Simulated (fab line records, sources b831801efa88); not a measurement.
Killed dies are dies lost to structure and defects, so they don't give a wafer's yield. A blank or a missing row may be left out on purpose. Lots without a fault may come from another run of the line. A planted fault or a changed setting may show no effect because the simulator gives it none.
Split-lot experiment | flow gf180mcu | 5 lots, 23 wafers read, on a route of 602 steps

THE SPLIT
At GF_V2_COAT_09 (resist thk 1000 nm), the setting resist_thk_nm was moved away from the recipe's 1000 nm on 7 of the 23 wafers read, by -2.2% to +5.5%. The other wafers ran this setting at the recipe's value.

FROM THE SPLIT TO THE READING: what the file shows between them, 2 steps
- GF_V2_ETCH_16: etches BARC in N2/H2 (also split here: source_w)
- GF_V2_ETCH_17: etches SiO2 in C4F8/O2/Ar, stops on TiN, target depth 630 nm

THE READING
oes_product_au, in a.u., at GF_V2_STRIP_18 (strips in O2/N2). Fault-free wafers of this fab line usually give 0.592 a.u., standard deviation 0.0048 a.u..

wafer  | tool, chamber at the split | resist_thk_nm as run, nm | against the recipe | oes_product_au, a.u. | against lot-mates on the recipe
L074.1 | litho_track-01, 0          | 1000                     | recipe             | 0.592                | -
L074.2 | litho_track-01, 0          | 1000                     | recipe             | 0.591                | -
L074.6 | litho_track-01, 0          | 1000                     | recipe             | 0.596                | -
L076.1 | litho_track-01, 0          | 1055                     | +5.5%              | 0.618                | +0.030
L076.2 | litho_track-01, 0          | 1000                     | recipe             | 0.590                | -
L076.4 | litho_track-01, 0          | 1055                     | +5.5%              | 0.622                | +0.034
L076.5 | litho_track-01, 0          | 1000                     | recipe             | 0.585                | -
L076.6 | litho_track-01, 0          | 1000                     | recipe             | 0.590                | -
L077.1 | litho_track-03, 0          | 1000                     | recipe             | 0.591                | -
L077.2 | litho_track-03, 0          | 982.3                    | -1.8%              | 0.583                | -0.006
L077.3 | litho_track-03, 0          | 1000                     | recipe             | 0.586                | -
L077.5 | litho_track-03, 0          | 1000                     | recipe             | 0.589                | -
L077.6 | litho_track-03, 0          | 982.3                    | -1.8%              | 0.578                | -0.011
L079.1 | litho_track-01, 0          | 1000                     | recipe             | 0.593                | -
L079.2 | litho_track-01, 0          | 1000                     | recipe             | 0.588                | -
L079.3 | litho_track-01, 0          | 1000                     | recipe             | 0.589                | -
L079.4 | litho_track-01, 0          | 1000                     | recipe             | 0.591                | -
L079.5 | litho_track-01, 0          | 1000                     | recipe             | 0.586                | -
L080.1 | litho_track-03, 0          | 978.4                    | -2.2%              | 0.586                | -0.010
L080.2 | litho_track-03, 0          | 978.4                    | -2.2%              | 0.582                | -0.014
L080.4 | litho_track-03, 0          | 978.4                    | -2.2%              | 0.586                | -0.010
L080.5 | litho_track-03, 0          | 1000                     | recipe             | 0.589                | -
L080.6 | litho_track-03, 0          | 1000                     | recipe             | 0.603                | -

THE FIT
A straight line over all 23 wafers: oes_product_au changes by +0.00491 a.u. for each +1% of resist_thk_nm; r = +0.91; the points scatter about the line by 0.0043 a.u..
The same after taking each lot's own level away (the mean of its wafers on the recipe; 23 wafers): +0.00558 a.u. for each +1%; r = +0.96; scatter 0.0032 a.u..
On that fit, the largest move of resist_thk_nm shifts the reading by 0.031 a.u..
The lots' own levels span 0.5883 to 0.5960 a.u., that is 1.6 times the standard deviation above.
So the lot-to-lot level changes the slope: the two fits differ.
Check: with one of the wafers moved furthest among these (+5.5%) left out of the fit, the line predicts +0.0319 a.u. for it against its lot-mates. It came out at +0.0297 a.u. against them.

OTHER SPLITS ON THESE WAFERS
These wafers also went through other splits before the reading. Each is held against what the fit with the lots' levels taken away leaves over:
other split on the same wafers   | wafers away from the commonest value | r with oes_product_au (lot level and that fit taken away)
GF_NSD_COAT_02 resist_thk_nm     | 5                                    | -0.03
GF_NSD_DEVELOP_06 develop_time_s | 11                                   | +0.01
GF_SAB_DEVELOP_08 develop_time_s | 9                                    | +0.22
GF_SAB_ETCH_11 time_s            | 6                                    | -0.03
GF_M1_SPUTTER_04 time_s          | 10                                   | -0.43
GF_V1_EXPOSE_11 dose_mj          | 10                                   | -0.16
GF_V1_DEVELOP_13 develop_time_s  | 8                                    | -0.09
GF_M2_EXPOSE_11 dose_mj          | 8                                    | +0.12
GF_V2_ETCH_16 source_w           | 3                                    | -0.11

THE WHOLE CHAIN: every reading that the file lists as answering this split, in the file's order
step           | what it does       | reading                                                                   | change (the file's fit)                   | r (the file's)
GF_V2_COAT_09  | resist thk 1000 nm | KrF_of_V2_COAT_09.thk_nm (the simulator's own value, which no gauge read) | +10.2 nm for each +1% of the setting      | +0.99
GF_V2_STRIP_18 | strips in O2/N2    | oes_product_au                                                            | +0.00552 a.u. for each +1% of the setting | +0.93

THE FILE'S OWN FIT
oes_product_au changes by +0.00552 a.u. for each +1% of resist_thk_nm, r = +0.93.
